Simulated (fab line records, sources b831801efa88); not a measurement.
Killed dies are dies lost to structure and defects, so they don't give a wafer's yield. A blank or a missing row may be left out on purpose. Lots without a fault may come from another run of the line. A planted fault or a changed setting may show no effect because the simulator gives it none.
Which tool did it? | flow sfq_line | 14 lots, 42 wafers sampled, at 1 step of a route of 325

WHAT THE GAUGES READ, wafer by wafer
The record holds no reading of a measuring or inspecting step that can be judged against a usual standard deviation.

WHICH TOOL RAN EACH LOT (tool, then ch and the chambers of the sampled wafers, then the start)
lot  | SFQ_TRILAYER_M1_BARC_OPEN_METAL_ETCH_054
L555 | rie_metal-04 ch 0,1, day 15 07:59
L556 | rie_metal-01 ch 0,1, day 15 11:35
L557 | rie_metal-01 ch 0,1, day 15 20:05
L558 | rie_metal-01 ch 0,1, day 15 23:42
L561 | rie_metal-04 ch 0,1, day 16 22:21
L562 | rie_metal-04 ch 0,1, day 18 04:36
L563 | rie_metal-01 ch 0,1, day 18 09:24
L564 | rie_metal-02 ch 0,1, day 18 19:01
L573 | rie_metal-04 ch 0,1, day 24 23:13
L574 | rie_metal-04 ch 0,1, day 25 08:49
L575 | rie_metal-01 ch 0,1, day 25 16:01
L576 | rie_metal-02 ch 0,1, day 26 05:13
L577 | rie_metal-01 ch 0,1, day 26 06:25
L578 | rie_metal-01 ch 0,1, day 26 12:25
- SFQ_TRILAYER_M1_BARC_OPEN_METAL_ETCH_054: etches BARC in O2, target depth 125 nm, time 41.7 s.

WHAT THE TOOLS THEMSELVES READ (means of the sampled wafers that have a number; where no wafer has one, the mark that the record gives instead)
SFQ_TRILAYER_M1_BARC_OPEN_METAL_ETCH_054. Usual: drypump_motor_current_A 5.6 A, standard deviation 0.45; oes_product_au 0.686 a.u., standard deviation 0.0047; run_length_s 69.9 s, standard deviation 0.46.
lot  | tool         | drypump_motor_current_A (A) | oes_product_au (a.u.) | run_length_s (s) | flag
L555 | rie_metal-04 | 5.2                         | 0.688                 | 70.3             |
L556 | rie_metal-01 | 5.7                         | 0.690                 | 69.8             |
L557 | rie_metal-01 | 5.7                         | 0.686                 | 69.9             |
L558 | rie_metal-01 | 5.7                         | 0.687                 | 69.8             |
L561 | rie_metal-04 | 5.1                         | 0.688                 | 70.2             |
L562 | rie_metal-04 | 5.2                         | 0.686                 | 70.4             |
L563 | rie_metal-01 | 5.9                         | 0.691                 | 69.5             |
L564 | rie_metal-02 | 5.9                         | 0.688                 | 69.9             |
L573 | rie_metal-04 | 5.1                         | 0.629                 | 77.8             | OFF
L574 | rie_metal-04 | 5.2                         | 0.644                 | 77.6             | OFF
L575 | rie_metal-01 | 5.9                         | 0.685                 | 69.5             |
L576 | rie_metal-02 | 6.2                         | 0.682                 | 69.6             |
L577 | rie_metal-01 | 5.7                         | 0.688                 | 69.7             |
L578 | rie_metal-01 | 5.7                         | 0.688                 | 70.1             |

THE ANSWER, worked out from the rows above alone
Rule: a lot is off if the mean of its wafers that have a number lies more than 3 standard deviations from the usual mean. A lot without any number at a reading at which 4 lots or more have one is off too. The other lots that the step has rows for count as sound. The gauges are gone through in route order, then the tools' own readings, and for those a lot's mean is taken as printed above. The first step at which some lot is off is used, and at that step the reading that is off furthest; a lot without a number counts as furthest.
Off: L573, L574, at SFQ_TRILAYER_M1_BARC_OPEN_METAL_ETCH_054 (run_length_s).
A tool fits if, at that step or a process step before it, it ran every lot that is off, and no sound lot after the first of them. One fits: rie_metal-04 at SFQ_TRILAYER_M1_BARC_OPEN_METAL_ETCH_054. Its last sound lot is L562 (day 18 04:36), its first lot that is off L573 (day 24 23:13): a fault that began between those two fits.
The tool's own readings at SFQ_TRILAYER_M1_BARC_OPEN_METAL_ETCH_054 bear it out: on the lots that are off they differ by more than 5 times the standard deviation of the sound lots' means. oes_product_au reads 0.637 a.u. there against 0.687 a.u. on the sound lots; run_length_s reads 77.7 s there against 69.9 s on the sound lots.

WHAT THE SIMULATOR HAD PUT IN
Process parameter drift: rie_metal-04, from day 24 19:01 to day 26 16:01, at SFQ_TRILAYER_M1_BARC_OPEN_METAL_ETCH_054. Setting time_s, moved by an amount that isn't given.
Lots struck among those shown: L573, L574. The rule above found the same.
